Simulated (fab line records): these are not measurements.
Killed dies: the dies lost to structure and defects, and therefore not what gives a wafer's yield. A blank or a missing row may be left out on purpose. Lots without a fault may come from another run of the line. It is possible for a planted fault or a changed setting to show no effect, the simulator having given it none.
Which tool is to blame?	flow sky130	72 wafers from 24 lots sampled at 6 of the route's 708 steps

WHAT THE GAUGES READ, wafer by wafer
SKY_LI_CONTACT_OVL_MEAS_13. Usual: LI_CONTACT_OVL typically reads 0 nm, with standard deviation 4.8.
lot	measured	on	LI_CONTACT_OVL (nm)	flag
L074	day 29 19:52	overlay-02	8 6 4	
L075	day 30 03:40	overlay-02	-2 -3 1	
L076	day 30 11:06	overlay-01	-2 -2 -3	
L077	day 30 17:12	overlay-02	-2 -2 -5	
L078	day 31 06:38	overlay-01	6 -7 -1	
L079	day 31 11:46	overlay-01	5 11 12	
L080	day 31 19:02	overlay-01	-2 1 -5	
L081	day 32 12:36	overlay-02	6 -1 -2	
L082	day 33 08:39	overlay-01	-4 -5 -11	
L083	day 33 11:02	overlay-01	8 1 0	
L084	day 33 16:15	overlay-01	1 -2 -7	
L086	day 33 21:40	overlay-01	12 4 5	
L085	day 33 22:21	overlay-02	7 7 2	
L087	day 34 01:07	overlay-01	-1 0 1	
L088	day 34 12:11	overlay-01	-8 -5 -4	
L089	day 34 17:51	overlay-01	-3 -10 -7	
L090	day 34 22:39	overlay-02	7 -1 -1	
L091	day 35 05:28	overlay-02	-4 4 0	
L093	day 35 14:16	overlay-01	-3 0 -1	
L092	day 35 20:54	overlay-01	-4 -5 -7	
L094	day 36 04:31	overlay-01	0 5 12	
L095	day 36 11:47	overlay-01	1 -1 2	
L096	day 36 15:22	overlay-01	8 9 2	
L097	day 36 23:25	overlay-02	2 -6 -2	

SKY_LI_CONTACT_THK_MEAS_23: measures by xrf. Usual: LI_CONTACT_W_THK typically reads 389 nm, with standard deviation 5.4.
lot	measured	on	LI_CONTACT_W_THK (nm)	flag
L074	day 29 20:43	film metro-02	392 388 391	
L075	day 30 04:31	film metro-04	381 391 387	
L076	day 30 12:04	film metro-04	392 389 383	
L077	day 30 18:10	film metro-04	387 384 386	
L078	day 31 07:29	film metro-02	392 405 400	
L079	day 31 12:37	film metro-02	393 395 397	
L080	day 31 19:53	film metro-02	391 395 397	
L081	day 32 13:26	film metro-04	380 384 380	
L082	day 33 09:29	film metro-01	396 385 395	
L083	day 33 11:54	film metro-02	395 401 395	
L084	day 33 17:25	film metro-04	391 389 389	
L086	day 33 22:40	film metro-01	394 394 390	
L085	day 33 23:12	film metro-04	386 387 383	
L087	day 34 01:58	film metro-02	388 388 395	
L088	day 34 13:02	film metro-04	385 387 387	
L089	day 34 18:41	film metro-04	387 384 387	
L090	day 34 23:29	film metro-01	380 383 386	
L091	day 35 06:26	film metro-02	387 389 385	
L093	day 35 15:08	film metro-01	385 378 382	
L092	day 35 21:45	film metro-04	387 395 389	
L094	day 36 05:22	film metro-01	398 389 397	
L095	day 36 12:38	film metro-01	389 383 384	
L096	day 36 16:13	film metro-01	388 391 388	
L097	day 37 00:16	film metro-02	388 390 386	

SKY_METAL2_THK_MEAS_06: measures by xrf. Usual: METAL2_ALCU_THK typically reads 246 nm, with standard deviation 3.8.
lot	measured	on	METAL2_ALCU_THK (nm)	flag
L074	day 34 17:11	film metro-04	243 243 241	
L075	day 34 23:29	film metro-03	249 253 254	
L076	day 35 06:47	film metro-04	246 244 243	
L077	day 35 11:36	film metro-03	246 244 249	
L078	day 36 00:07	film metro-03	244 243 245	
L079	day 36 05:49	film metro-02	247 250 246	
L080	day 36 14:35	film metro-02	243 245 243	
L081	day 37 06:11	film metro-04	241 242 241	
L082	day 38 02:25	film metro-03	248 248 249	
L083	day 38 04:05	film metro-04	247 247 246	
L084	day 38 08:32	film metro-02	246 242 246	
L086	day 38 15:11	film metro-02	249 251 249	
L085	day 38 14:53	film metro-03	242 243 243	
L087	day 38 17:37	film metro-04	244 244 242	
L088	day 39 05:16	film metro-03	249 249 242	
L089	day 39 09:58	film metro-04	242 244 242	
L090	day 39 15:34	film metro-03	247 246 248	
L091	day 39 22:07	film metro-03	249 252 252	
L093	day 40 05:19	film metro-04	247 241 246	
L092	day 40 12:38	film metro-04	247 246 245	
L094	day 40 19:50	film metro-02	251 250 248	
L095	day 41 01:44	film metro-03	253 250 252	
L096	day 41 05:13	film metro-04	242 240 241	
L097	day 41 11:27	film metro-03	250 251 251	

SKY_METAL3_CD_MEAS_13: the cd target is 300 nm. Usual: cd nm 299.9 nm, standard deviation 1.2.
lot	measured	on	cd nm (nm)	flag
L074	day 39 05:19	cd sem-02	299.4 298.3 298.5	
L075	day 39 11:33	cd sem-01	300.5 299.5 299.4	
L076	day 39 19:09	cd sem-01	299.7 298.2 298.7	
L077	day 39 22:53	cd sem-02	298.5 299.9 299.1	
L078	day 40 09:54	cd sem-02	301.7 299.7 300.0	
L079	day 40 16:02	cd sem-02	299.5 299.4 297.8	
L080	day 41 01:44	cd sem-02	300.1 299.1 300.6	
L081	day 41 15:46	cd sem-01	301.0 300.9 299.3	
L082	day 42 10:30	cd sem-02	299.4 299.4 299.9	
L083	day 42 11:39	cd sem-02	300.9 301.2 301.8	
L084	day 42 15:06	cd sem-02	301.1 300.8 300.9	
L086	day 42 21:44	cd sem-02	298.5 299.6 299.1	
L085	day 42 21:27	cd sem-02	302.8 303.0 301.9	
L087	day 42 23:05	cd sem-01	301.4 301.0 302.4	
L088	day 43 10:22	cd sem-01	299.9 300.5 298.6	
L089	day 43 15:18	cd sem-02	299.4 298.3 298.1	
L090	day 43 19:33	cd sem-02	300.0 302.1 301.1	
L091	day 44 01:17	cd sem-01	300.6 300.8 301.2	
L093	day 44 08:18	cd sem-02	301.4 300.5 301.0	
L092	day 44 14:40	cd sem-01	299.9 299.4 298.6	
L094	day 44 22:32	cd sem-02	298.4 298.1 297.7	
L095	day 45 03:50	cd sem-02	300.7 299.9 299.0	
L096	day 45 06:54	cd sem-02	297.3 297.7 296.3	
L097	day 45 10:44	cd sem-02	299.9 299.7 300.1	

WHICH TOOL RAN EACH LOT (tool, then ch and the chambers of the sampled wafers, then the start)
lot	SKY_VIA2_CVD_21	SKY_METAL3_SPUTTER_03
L074	cvd w-01 ch 0, day 36 23:58	pvd sputter-01, day 37 00:47
L075	cvd w-01 ch 0,1, day 37 07:00	pvd sputter-04, day 37 07:42
L076	cvd w-02 ch 0,1, day 37 14:19	pvd sputter-01, day 37 15:01
L077	cvd w-02 ch 0,1, day 37 18:19	pvd sputter-03, day 37 19:01
L078	cvd w-01 ch 0,1, day 38 06:03	pvd sputter-03, day 38 06:44
L079	cvd w-02 ch 0,1, day 38 12:40	pvd sputter-01, day 38 13:22
L080	cvd w-02 ch 0,1, day 38 21:14	pvd sputter-03, day 38 21:53
L081	cvd w-02 ch 0,1, day 39 12:20	pvd sputter-03, day 39 13:02
L082	cvd w-01 ch 0,1, day 40 08:24	pvd sputter-01, day 40 09:14
L083	cvd w-01 ch 0,1, day 40 09:54	pvd sputter-04, day 40 10:36
L084	cvd w-02 ch 0,1, day 40 13:19	pvd sputter-04, day 40 14:01
L086	cvd w-01 ch 0,1, day 40 20:19	pvd sputter-03, day 40 21:00
L085	cvd w-02 ch 0,1, day 40 19:55	pvd sputter-04, day 40 20:37
L087	cvd w-01 ch 0,1, day 40 21:16	pvd sputter-01, day 40 21:55
L088	cvd w-02 ch 0,1, day 41 09:14	pvd sputter-01, day 41 09:54
L089	cvd w-02 ch 0,1, day 41 14:07	pvd sputter-04, day 41 14:49
L090	cvd w-01 ch 0,1, day 41 18:50	pvd sputter-03, day 41 19:31
L091	cvd w-01 ch 0,1, day 42 01:15	pvd sputter-04, day 42 02:01
L093	cvd w-01 ch 0,1, day 42 07:30	pvd sputter-01, day 42 08:12
L092	cvd w-01 ch 0,1, day 42 14:58	pvd sputter-03, day 42 15:37
L094	cvd w-01 ch 0,1, day 42 22:41	pvd sputter-01, day 42 23:35
L095	cvd w-02 ch 0,1, day 43 04:29	pvd sputter-04, day 43 05:11
L096	cvd w-02 ch 1, day 43 07:31	pvd sputter-03, day 43 08:13
L097	cvd w-01 ch 0,1, day 43 12:58	pvd sputter-01, day 43 13:45
- SKY_VIA2_CVD_21: deposits W, target thk 420 nm, time 126.4 s.
- SKY_METAL3_SPUTTER_03: material Ti, target thk 5 nm, time 3.3 s.

WHAT THE TOOLS THEMSELVES READ (means of the sampled wafers that have a number; where no wafer has one, the mark that the record gives instead)
SKY_VIA2_CVD_21. Usual: heater power w 808 W, standard deviation 76.
lot	tool	heater power w (W)	flag
L074	cvd w-01	868	
L075	cvd w-01	836	
L076	cvd w-02	847	
L077	cvd w-02	847	
L078	cvd w-01	837	
L079	cvd w-02	839	
L080	cvd w-02	814	
L081	cvd w-02	838	
L082	cvd w-01	825	
L083	cvd w-01	752	
L084	cvd w-02	841	
L086	cvd w-01	746	
L085	cvd w-02	843	
L087	cvd w-01	747	
L088	cvd w-02	845	
L089	cvd w-02	826	
L090	cvd w-01	811	
L091	cvd w-01	810	
L093	cvd w-01	737	
L092	cvd w-01	755	
L094	cvd w-01	814	
L095	cvd w-02	812	
L096	cvd w-02	860	
L097	cvd w-01	812	

SKY_METAL3_SPUTTER_03. Usual: throttle valve pct 30.1 %, standard deviation 0.64.
lot	tool	throttle valve pct (%)	flag
L074	pvd sputter-01	30.2	
L075	pvd sputter-04	29.7	
L076	pvd sputter-01	29.8	
L077	pvd sputter-03	30.4	
L078	pvd sputter-03	30.5	
L079	pvd sputter-01	30.3	
L080	pvd sputter-03	30.0	
L081	pvd sputter-03	30.0	
L082	pvd sputter-01	29.9	
L083	pvd sputter-04	30.5	
L084	pvd sputter-04	30.3	
L086	pvd sputter-03	30.0	
L085	pvd sputter-04	30.0	
L087	pvd sputter-01	29.9	
L088	pvd sputter-01	30.0	
L089	pvd sputter-04	30.6	
L090	pvd sputter-03	30.3	
L091	pvd sputter-04	30.1	
L093	pvd sputter-01	30.3	
L092	pvd sputter-03	30.1	
L094	pvd sputter-01	30.0	
L095	pvd sputter-04	29.6	
L096	pvd sputter-03	30.4	
L097	pvd sputter-01	30.3	

THE ANSWER, worked out from the rows above alone
Rule: a lot counts as off when the mean over its wafers that have a number is more than 3 standard deviations away from the usual mean. Also off: a lot with no number at a reading for which 4 or more lots have one. The other lots that the step has rows for count as sound. Order of review: gauges by route order, followed by the tools' own readings, for which a lot's mean as printed above is used. The first step at which some lot is off is used, and at that step the reading that is off furthest; a lot without a number counts as furthest.
No lot is off on any of the readings shown, so nothing can be concluded from this.

WHAT WAS PUT IN BY THE SIMULATOR
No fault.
